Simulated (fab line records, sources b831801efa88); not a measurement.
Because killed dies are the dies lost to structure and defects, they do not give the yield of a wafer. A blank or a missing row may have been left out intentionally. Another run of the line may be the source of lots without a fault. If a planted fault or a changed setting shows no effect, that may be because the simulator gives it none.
A lot that was struck, set against a sound lot | flow gf180mcu | 19 out of 602 route steps
Sound: these wafers, L808.1, L808.4, L808.6. Struck: wafers L804.2, L804.4, L804.6. The cause is given at the end.
For every step that has rows: the tool of each side, followed by ch and its chambers, followed by its first start. Under that, the readings that differ: sound wafers | struck wafers | difference of the means | sigmas: that difference in standard deviations of wafers without a fault.
alike: same words and numbers on both sides, and readings whose means sit less than 2 such deviations apart. not compared: any withheld reading, any reading some wafer has no value for, any bound like >300 that may hide the same value, and any number with overlapping values for which the record gives no deviation.
Wherever a step has rows on one side only, a row that says differs or no value, or a row with sigmas, the two part there. When numbers do not overlap yet have no deviation, they are printed without sigmas and do not part them. Lack of a reading on every wafer of one side parts them only where that side has two or more wafers.

first, 4 steps without rows for these wafers: GF_NSD_SOFTBAKE_03 (time 60 s); GF_NSD_EXPOSE_04 (exposes mask Nplus, target cd 400 nm); GF_NSD_PEB_05; GF_NSD_DEVELOP_06 (develop time 60 s).
GF_NSD_CD_MEAS_07: the cd target is 400 nm.
  sound: cd_sem-02 at day 19 16:43; struck: cd_sem-02 at day 18 23:10
  reading    | sound             | struck            | difference | sigmas
  cd_nm (nm) | 401.9 403.5 404.0 | 397.4 396.6 399.0 | -5.5       | -2
GF_NSD_OVL_MEAS_08:
  sound: overlay-01 at day 19 16:50; struck: overlay-01 at day 18 23:16
  alike: NSD_OVL
then, 2 steps without rows for these wafers: GF_NSD_IMPLANT_09; GF_NSD_IMPLANT_10.
GF_NSD_STRIP_11: strips in O2/N2.
  sound on plasma_asher-03 ch 0,1, day 19 17:10; struck on plasma_asher-03 ch 1, day 18 23:36
  alike: drypump_motor_current_A, heater_power_w, oes_product_au, strip_time_to_endpoint_s
  not compared: rf_hours_counter_h
GF_NSD_TW_MEAS_12:
  sound: film_metro-01 at day 19 17:16; struck: film_metro-01 at day 18 23:43
  alike: NSD_TW
then, 2 steps without rows for these wafers: GF_PSD_DEHYDRATE_00 (time 60 s); GF_PSD_HMDS_01 (prime time 60 s).
GF_PSD_COAT_02: resist thk 1000 nm.
  struck on litho_track-03, day 19 12:04; sound on litho_track-02 ch 0, day 20 04:41
  no value came back on the struck wafers for chill_plate_temp_C (C), dispense_pressure_kPa (kPa); on the sound wafers chill_plate_temp_C (C) reads 22.95 23.06 22.96
then, 4 steps without rows for these wafers: GF_PSD_SOFTBAKE_03 (time 60 s); GF_PSD_EXPOSE_04 (exposes mask Pplus, target cd 400 nm); GF_PSD_PEB_05; GF_PSD_DEVELOP_06 (develop time 60 s).
GF_PSD_CD_MEAS_07: the cd target is 400 nm.
  sound: cd_sem-01 at day 20 17:04; struck: cd_sem-01 at day 20 00:00
  reading    | sound             | struck | difference                    | sigmas
  cd_nm (nm) | 404.6 401.5 401.4 | - - -  | no value on the struck wafers |
GF_PSD_OVL_MEAS_08:
  sound: overlay-02 at day 20 17:11; struck: overlay-02 at day 20 00:07
  reading      | sound       | struck | difference                    | sigmas
  PSD_OVL (nm) | 2.5 2.4 2.4 | - - -  | no value on the struck wafers |

## WHERE THEY PART
At GF_NSD_CD_MEAS_07 first; at GF_PSD_OVL_MEAS_08 last (within this record only).

WHY: what the simulator had put in
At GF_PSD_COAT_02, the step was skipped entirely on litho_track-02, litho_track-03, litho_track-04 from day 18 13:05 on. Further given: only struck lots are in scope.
